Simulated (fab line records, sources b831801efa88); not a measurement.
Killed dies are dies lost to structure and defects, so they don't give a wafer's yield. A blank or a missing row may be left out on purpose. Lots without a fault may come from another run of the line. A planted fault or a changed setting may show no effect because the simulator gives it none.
Which tool did it? | flow sky130 | 12 lots, 36 wafers sampled, at 4 steps of a route of 708

WHAT THE GAUGES READ, wafer by wafer
SKY_PASSIVATION_THK_MEAS_01. Usual: PASSIVATION_CVD_00_THK 89.8 nm, standard deviation 1.1.
lot  | measured     | on            | PASSIVATION_CVD_00_THK (nm) | flag
L513 | day 43 18:53 | film_metro-04 | 89.8 89.3 91.7              |
L514 | day 43 21:21 | film_metro-01 | 90.3 90.6 90.0              |
L516 | day 44 23:31 | film_metro-01 | 87.1 90.8 89.0              |
L518 | day 45 11:41 | film_metro-01 | 88.9 90.4 89.6              |
L517 | day 45 12:12 | film_metro-04 | 89.0 88.8 90.0              |
L520 | day 46 02:52 | film_metro-04 | 89.2 91.3 90.8              |
L521 | day 46 05:04 | film_metro-01 | 89.7 89.0 90.3              |
L522 | day 46 05:11 | film_metro-01 | 89.7 91.8 91.3              |
L523 | day 46 11:31 | film_metro-01 | 90.1 89.4 90.9              |
L524 | day 46 20:15 | film_metro-04 | 89.7 88.3 89.4              |
L531 | day 48 16:23 | film_metro-04 | 90.5 88.2 91.2              |
L535 | day 49 08:01 | film_metro-04 | 88.6 89.5 91.4              |

WHICH TOOL RAN EACH LOT (tool, then ch and the chambers of the sampled wafers, then the start)
lot  | SKY_METAL1_SPUTTER_04        | SKY_CAP2M_METAL_ETCH_13           | SKY_METAL4_ETCH_17
L513 | pvd_sputter-02, day 31 12:29 | rie_metal-02 ch 0,1, day 40 16:04 | rie_diel-02 ch 0,1, day 41 17:37
L514 | pvd_sputter-02, day 31 14:33 | rie_metal-04 ch 0,1, day 40 19:37 | rie_diel-04 ch 1,3, day 41 20:37
L516 | pvd_sputter-04, day 32 23:38 | rie_metal-01 ch 0, day 41 22:58   | rie_diel-01 ch 0,2,3, day 42 23:26
L518 | pvd_sputter-04, day 33 14:29 | rie_metal-01 ch 1, day 42 12:00   | rie_diel-04 ch 0,1,2, day 43 12:06
L517 | pvd_sputter-04, day 33 16:13 | rie_metal-04 ch 0,1, day 42 14:01 | rie_diel-02 ch 0,2, day 43 13:24
L520 | pvd_sputter-04, day 34 08:43 | rie_metal-02 ch 0,1, day 43 05:40 | rie_diel-01 ch 1,2, day 44 05:02
L521 | pvd_sputter-04, day 34 09:52 | rie_metal-01 ch 0,1, day 43 06:29 | rie_diel-01 ch 0,2,3, day 44 06:20
L522 | pvd_sputter-04, day 34 10:58 | rie_metal-04 ch 0,1, day 43 08:11 | rie_diel-02 ch 0,1,3, day 44 07:20
L523 | pvd_sputter-04, day 34 23:01 | rie_metal-04 ch 1, day 43 16:03   | rie_diel-02 ch 1,2, day 44 15:05
L524 | pvd_sputter-01, day 35 09:15 | rie_metal-01 ch 0,1, day 44 00:49 | rie_diel-01 ch 0,2,3, day 44 23:24
L531 | pvd_sputter-04, day 37 18:59 | rie_metal-01 ch 0,1, day 46 00:44 | rie_diel-04 ch 2,3, day 46 21:59
L535 | pvd_sputter-04, day 38 16:05 | rie_metal-01 ch 0,1, day 46 18:32 | rie_diel-01 ch 0,1, day 47 16:11
- SKY_METAL1_SPUTTER_04: material TiN, target thk 70 nm, time 58.3 s.
- SKY_CAP2M_METAL_ETCH_13: etches TiN in Cl2/BCl3, stops on SiO2, target depth 220 nm, time 62.9 s.
- SKY_METAL4_ETCH_17: etches SiO2 in C4F8/O2/Ar, stops on TiN, time 3.9 s, target depth 15 nm.

WHAT THE TOOLS THEMSELVES READ (means of the sampled wafers that have a number; where no wafer has one, the mark that the record gives instead)
SKY_METAL1_SPUTTER_04. Usual: throttle_valve_pct 30.1 %, standard deviation 0.91.
lot  | tool           | throttle_valve_pct (%) | flag
L513 | pvd_sputter-02 | 29.3                   |
L514 | pvd_sputter-02 | 29.0                   |
L516 | pvd_sputter-04 | 31.2                   |
L518 | pvd_sputter-04 | 30.6                   |
L517 | pvd_sputter-04 | 30.4                   |
L520 | pvd_sputter-04 | 30.7                   |
L521 | pvd_sputter-04 | 31.0                   |
L522 | pvd_sputter-04 | 30.6                   |
L523 | pvd_sputter-04 | 31.1                   |
L524 | pvd_sputter-01 | 30.3                   |
L531 | pvd_sputter-04 | 31.1                   |
L535 | pvd_sputter-04 | 31.0                   |

SKY_CAP2M_METAL_ETCH_13. Usual: drypump_motor_current_A 5.4 A, standard deviation 0.35; oes_product_au 0.942 a.u., standard deviation 0.0057; throttle_valve_pct 21.900 %, standard deviation 0.0097.
lot  | tool         | drypump_motor_current_A (A) | oes_product_au (a.u.) | throttle_valve_pct (%) | flag
L513 | rie_metal-02 | 5.2                         | 0.939                 | 21.900                 |
L514 | rie_metal-04 | 5.3                         | 0.943                 | 21.896                 |
L516 | rie_metal-01 | 5.4                         | 0.942                 | 21.898                 |
L518 | rie_metal-01 | 5.9                         | 0.942                 | 21.900                 |
L517 | rie_metal-04 | 5.6                         | 0.947                 | 21.900                 |
L520 | rie_metal-02 | 5.1                         | 0.947                 | 21.889                 |
L521 | rie_metal-01 | 5.5                         | 0.941                 | 21.902                 |
L522 | rie_metal-04 | 5.6                         | 0.945                 | 21.897                 |
L523 | rie_metal-04 | 5.9                         | 0.938                 | 21.913                 |
L524 | rie_metal-01 | 5.5                         | 0.947                 | 21.899                 |
L531 | rie_metal-01 | 5.6                         | 0.939                 | 21.892                 |
L535 | rie_metal-01 | 5.5                         | 0.936                 | 21.903                 |

SKY_METAL4_ETCH_17. Usual: oes_product_au 0.754 a.u., standard deviation 0.0084.
lot  | tool        | oes_product_au (a.u.) | flag
L513 | rie_diel-02 | 0.760                 |
L514 | rie_diel-04 | 0.751                 |
L516 | rie_diel-01 | 0.757                 |
L518 | rie_diel-04 | 0.750                 |
L517 | rie_diel-02 | 0.749                 |
L520 | rie_diel-01 | 0.753                 |
L521 | rie_diel-01 | 0.749                 |
L522 | rie_diel-02 | 0.768                 |
L523 | rie_diel-02 | 0.747                 |
L524 | rie_diel-01 | 0.744                 |
L531 | rie_diel-04 | 0.764                 |
L535 | rie_diel-01 | 0.750                 |

THE ANSWER, worked out from the rows above alone
Rule: a lot is off if the mean of its wafers that have a number lies more than 3 standard deviations from the usual mean. A lot without any number at a reading at which 4 lots or more have one is off too. The other lots that the step has rows for count as sound. The gauges are gone through in route order, then the tools' own readings, and for those a lot's mean is taken as printed above. The first step at which some lot is off is used, and at that step the reading that is off furthest; a lot without a number counts as furthest.
No lot is off at any reading shown: from this, nothing can be told.

WHAT THE SIMULATOR HAD PUT IN
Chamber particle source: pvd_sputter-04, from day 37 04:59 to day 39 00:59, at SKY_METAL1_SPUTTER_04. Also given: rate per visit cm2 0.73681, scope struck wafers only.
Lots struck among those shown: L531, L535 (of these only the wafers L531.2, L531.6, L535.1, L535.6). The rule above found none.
